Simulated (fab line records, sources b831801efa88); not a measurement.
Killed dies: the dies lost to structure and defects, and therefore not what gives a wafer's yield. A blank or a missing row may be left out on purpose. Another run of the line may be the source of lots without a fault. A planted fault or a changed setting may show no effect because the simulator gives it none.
A lot that was struck, set against a sound lot :: flow sfq_line :: 41 out of 325 route steps
Sound: wafers L848.2, L848.4, L848.6. Struck: wafers L840.1, L840.2, L840.5. The cause is named last.
At each step with rows: each side's tool, then ch and its chambers, then its first start. Under that, the readings that differ: sound wafers :: struck wafers :: difference of the means :: sigmas: that difference in standard deviations of wafers without a fault.
alike: same words and numbers on both sides, and readings whose means sit less than 2 such deviations apart. not compared: any withheld reading, any reading some wafer has no value for, any bound like >300 that may hide the same value, and any number with overlapping values for which the record gives no deviation.
The two part at a step that has a row with sigmas, a row that says differs or no value, or rows on one side only. Numbers that have no deviation but don't overlap get no sigmas and don't part them. A reading that every wafer of one side lacks parts them only if that side has two wafers or more.

first, 6 steps without rows for these wafers: SFQ_TRILAYER_M7_LITHO_COAT_182 (resist thk 62 nm); SFQ_TRILAYER_M7_LITHO_COAT_177 (resist thk 600 nm); SFQ_TRILAYER_M7_LITHO_SOFTBAKE_181; SFQ_TRILAYER_M7_LITHO_EXPOSE_178 (exposes mask M7, target cd 500 nm); SFQ_TRILAYER_M7_LITHO_PEB_180 (peb time 60 s); SFQ_TRILAYER_M7_LITHO_DEVELOP_179 (time 60 s).
SFQ_M7_OVL_MEAS_945:
  sound on overlay-01, day 83 13:04; struck on overlay-02, day 81 17:51
reading: M7_OVL (nm)
sound: -8 -6 -8
struck: 11 0 6
difference: +13
sigmas: +2
SFQ_TRILAYER_M7_BARC_OPEN_METAL_ETCH_229: etches BARC in O2, target depth 125 nm, time 41.7 s.
  sound on rie_metal-02 ch 0,1, day 83 13:05; struck on rie_metal-01 ch 0,1, day 81 17:53
  alike: drypump_motor_current_A, oes_product_au
  not compared: rf_hours_counter_h
then, 1 step without rows for these wafers: SFQ_TRILAYER_M7_ETCH_METAL_ETCH_180 (etches Nb in Cl2/Ar, stops on SiO2, target depth 240 nm, time 120 s).
SFQ_TRILAYER_M7_STRIP_STRIP_181: strips in O2.
  sound on rie_metal-02 ch 0,1, day 83 13:16; struck on rie_metal-01 ch 0,1, day 81 18:04
  alike: drypump_motor_current_A, oes_product_au
  not compared: rf_hours_counter_h
then, 1 step without rows for these wafers: SFQ_TRILAYER_M7_STRIP_SOLV_CLEAN_182 (cleans in NMP, time 600 s).
SFQ_TRILAYER_I7_DEP_PECVD_183: deposits SiO2 from SiH4/N2O, time 111.11 s, target thk 500 nm.
  sound on pecvd-02 ch 0,1, day 83 14:13; struck on pecvd-02 ch 0,1, day 81 18:50
  alike: heater_power_w, throttle_valve_pct
SFQ_TRILAYER_I7_CMP_CMP_184: polishes SiO2.
  sound on cmp-01 ch 0,1, day 84 00:55; struck on cmp-01 ch 0,2,3, day 81 19:25
  no value came back on the struck wafers for any of 5 readings (edge_zone_pressure_frac, head_pressure_psi (psi) and others); on the sound wafers edge_zone_pressure_frac reads 1.000 1.012 1.002
reading: model.SiO2_of_TRILAYER_I7_DEP_PECVD_183.thk_nm (nm)
sound: 200.6 198.3 200.4
struck: 490.6 486.9 500.6
difference: +292.9
sigmas: 
SFQ_I7_BOW_MEAS_946:
  sound on film_metro-02, day 84 03:56; struck on film_metro-04, day 81 21:55
  alike: I7_BOW
SFQ_TRILAYER_I7_METRO_MEASURE_185:
  sound on film_metro-02, day 84 04:14; struck on film_metro-04, day 81 22:02
reading: thk_nm (nm)
sound: 200.6 198.6 200.3
struck: 489.9 486.9 500.4
difference: +292.6
sigmas: +99 or more
then, 6 steps without rows for these wafers: SFQ_TRILAYER_I7_VIA_LITHO_COAT_192 (resist thk 62 nm); SFQ_TRILAYER_I7_VIA_LITHO_COAT_187 (resist thk 650 nm); SFQ_TRILAYER_I7_VIA_LITHO_SOFTBAKE_191; SFQ_TRILAYER_I7_VIA_LITHO_EXPOSE_188 (exposes mask I7, target cd 1000 nm); SFQ_TRILAYER_I7_VIA_LITHO_PEB_190 (peb time 60 s); SFQ_TRILAYER_I7_VIA_LITHO_DEVELOP_189 (time 60 s).
-- the record jumps here: 3 days lie between the struck wafers' starts before and after --
SFQ_I7_OVL_MEAS_947:
  sound on overlay-01, day 87 05:56; struck on overlay-01, day 85 08:21
  alike: I7_OVL
SFQ_TRILAYER_I7_VIA_BARC_OPEN_VIA_ETCH_260: etches BARC in O2, target depth 125 nm, time 41.7 s.
  sound on rie_diel-01 ch 0,1, day 87 05:58; struck on rie_diel-01 ch 0,1,3, day 85 08:23
  alike: drypump_motor_current_A, oes_product_au
  not compared: rf_hours_counter_h
SFQ_TRILAYER_I7_VIA_ETCH_VIA_ETCH_190: etches SiO2 in CHF3, stops on Nb, target depth 260 nm.
  sound on rie_diel-01 ch 0,1, day 87 06:00; struck on rie_diel-01 ch 0,1,3, day 85 08:25
reading: oes_product_au (a.u.)
sound: 0.863 0.840 0.862
struck: 1.602 1.678 1.668
difference: +0.794
sigmas: +99 or more

reading: model.I7.feature_depth_nm (nm)
sound: 200.6 198.3 200.4
struck: 257.2 271.1 269
difference: +66.0
sigmas: 

reading: model.etch.depth_nm (nm)
sound: 200.6 198.3 200.4
struck: 257.2 271.1 269
difference: +66.0
sigmas: 
  alike: drypump_motor_current_A
SFQ_TRILAYER_I7_VIA_STRIP_STRIP_191: strips in O2.
  sound on rie_metal-04 ch 0,1, day 87 06:07; struck on rie_metal-02 ch 0,1, day 85 08:32
  alike: drypump_motor_current_A, oes_product_au
  not compared: rf_hours_counter_h
then, 8 steps without rows for these wafers: SFQ_TRILAYER_I7_VIA_STRIP_SOLV_CLEAN_192 (cleans in NMP, time 600 s); SFQ_TRILAYER_M8_LITHO_LOR_COAT_197; SFQ_TRILAYER_M8_LITHO_LOR_BAKE_198; SFQ_TRILAYER_M8_LITHO_COAT_193 (resist thk 600 nm); SFQ_TRILAYER_M8_LITHO_SOFTBAKE_199; SFQ_TRILAYER_M8_LITHO_EXPOSE_194 (exposes mask M8, target cd 2000 nm); SFQ_TRILAYER_M8_LITHO_PEB_196 (peb time 60 s); SFQ_TRILAYER_M8_LITHO_DEVELOP_195 (img clear 15 s, time 55 s).
SFQ_M8_OVL_MEAS_948:
  sound on overlay-01, day 87 13:14; struck on overlay-02, day 85 12:17
  alike: M8_OVL
then, 3 steps without rows for these wafers: SFQ_TRILAYER_M8_DEP_EVAP_197 (material Ti, target thk 20 nm, time 100 s); SFQ_TRILAYER_M8_DEP_EVAP_198 (material Pt, target thk 50 nm, time 250 s); SFQ_TRILAYER_M8_DEP_EVAP_196 (material Au, target thk 180 nm, time 900 s).
SFQ_M8_RS_MEAS_949: a four-point-probe measurement.
  sound on film_metro-04, day 87 14:02; struck on film_metro-03, day 85 13:04
  alike: M8_AU_RS
SFQ_M8_THK_MEAS_950: measures by xrf.
  sound on film_metro-04, day 87 14:09; struck on film_metro-03, day 85 13:11
  alike: M8_AU_THK
then, 1 step without rows for these wafers: SFQ_TRILAYER_M8_LIFTOFF_LIFTOFF_197 (chemistry NMP, time 600 s).
SFQ_M8_BOW_MEAS_951:
  sound on film_metro-03, day 87 14:23; struck on film_metro-04, day 85 13:25
reading: model.etest.i7.link_ohm
sound: 1.054 1.036 1.033
struck: 1e+06 1e+06 1e+06
difference: +1e+06
sigmas: 
  alike: M8_BOW

## WHERE THEY PART
At SFQ_M7_OVL_MEAS_945 first; at SFQ_TRILAYER_I7_VIA_ETCH_VIA_ETCH_190 last (within this record only). Later steps at which nothing parts them and some readings are alike: SFQ_TRILAYER_I7_VIA_STRIP_STRIP_191, SFQ_M8_OVL_MEAS_948, SFQ_M8_RS_MEAS_949, SFQ_M8_THK_MEAS_950, SFQ_M8_BOW_MEAS_951.

WHY: what the simulator had put in
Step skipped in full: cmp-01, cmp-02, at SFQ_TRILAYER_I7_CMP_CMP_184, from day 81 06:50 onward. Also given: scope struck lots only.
